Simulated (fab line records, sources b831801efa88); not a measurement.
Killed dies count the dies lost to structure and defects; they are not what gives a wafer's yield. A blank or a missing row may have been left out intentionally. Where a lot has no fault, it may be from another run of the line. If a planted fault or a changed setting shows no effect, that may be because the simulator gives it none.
Problem report, 8D (eight disciplines) form, completed by code    flow sky130    the parts of the form that need people (team, actions taken, sign-off) are left out

== 1. THE PROBLEM ==
LI_CONTACT_W_RS at SKY_LI_CONTACT_RS_MEAS_22 reads a mean of 0.269 ohm/sq on 6 wafers of 2 lots; wafers without a fault read 0.285 ohm/sq with a standard deviation of 0.0031. Measured from the usual mean, that is -5.1 standard deviations.
The step: measures by four-point-probe.
The first sign was on wafer L744.3 at day 31 16:14, on film_metro-02. At this step, 36 wafers from 12 lots have a number in the record. Rule for "out", or "out of limits": more than 4 standard deviations from the usual mean. All remaining wafers that have a number are taken as sound.

== 2. WHAT IT IS AND WHAT IT IS NOT ==
question                     is                            is not
which readings at this step  LI_CONTACT_W_RS               -
which lots                   L742, L744                    L738, L751, L753, L754, L755, L756, L757, L758, L759, L760
which wafers of those lots   all that have a number        -
read on which gauges         film_metro-01, film_metro-02  film_metro-03
when                         from day 31 16:14             up to then (3 sound wafers); but 27 sound wafers of L751, L753, L754, L755, L756, L757, L758, L759, L760 came after

== 3. SUSPECTS, AND WHAT RULES EACH OUT ==
Counting: a tool stays on the suspect list if, at a process step up to the reading, it processed all lots that are out and no sound lot following the first of them.
- the gauge at SKY_LI_CONTACT_RS_MEAS_22: ruled out. 2 gauges (film_metro-01, film_metro-02) read the wafers that are out.
- cvd_w-02 at SKY_LI_CONTACT_CVD_21 (deposits W, target thk 400 nm, time 120.56 s): ruled out as a lasting fault. Following L744 (day 31 16:07), the first lot on it that is out, the sound lots L754, L756, L757, L758, L759, L760 were run on it.
Left after counting: nothing in the record.

== 4. THE CAUSE (what the simulator had put in) ==
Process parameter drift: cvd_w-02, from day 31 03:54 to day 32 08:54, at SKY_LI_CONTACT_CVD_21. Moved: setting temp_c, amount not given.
Counting ruled it out, wrongly: the rule takes a fault to strike every lot that its tool runs from its start on, and this one did not.

== 5. THE EFFECT CHAIN, in route order ==
Each row: a reading whose mean over the struck wafers that have a number lies more than 3 standard deviations from the usual. Scope: only readings with a usual standard deviation given in the record; hours: median across lots of the time from each lot's start at the first step in this table that gives one to its start at this step; sigmas: change in usual standard deviations.
hours  step                        reading           usual         on struck wafers  change  sigmas
0      SKY_LI_CONTACT_CVD_21       susceptor_temp_C  400.03 C      403.49            +3.46   +15
0      SKY_LI_CONTACT_RS_MEAS_22   LI_CONTACT_W_RS   0.285 ohm/sq  0.269             -0.016  -5.1
0      SKY_LI_CONTACT_THK_MEAS_23  LI_CONTACT_W_THK  406 nm        428               +22     +3.7
Process steps it contains:
- SKY_LI_CONTACT_CVD_21: deposits W, target thk 400 nm, time 120.56 s.

== 6. WHAT WOULD HAVE CAUGHT IT SOONER ==
The first out-of-limits reading at a measuring or inspecting step in this record came at day 31 16:14, 12 hours after the fault's start at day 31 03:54.
The tool's own readings at SKY_LI_CONTACT_CVD_21 were out on every struck wafer that the step has a row for (susceptor_temp_C): an alarm limit on them would have fired on the first of those.
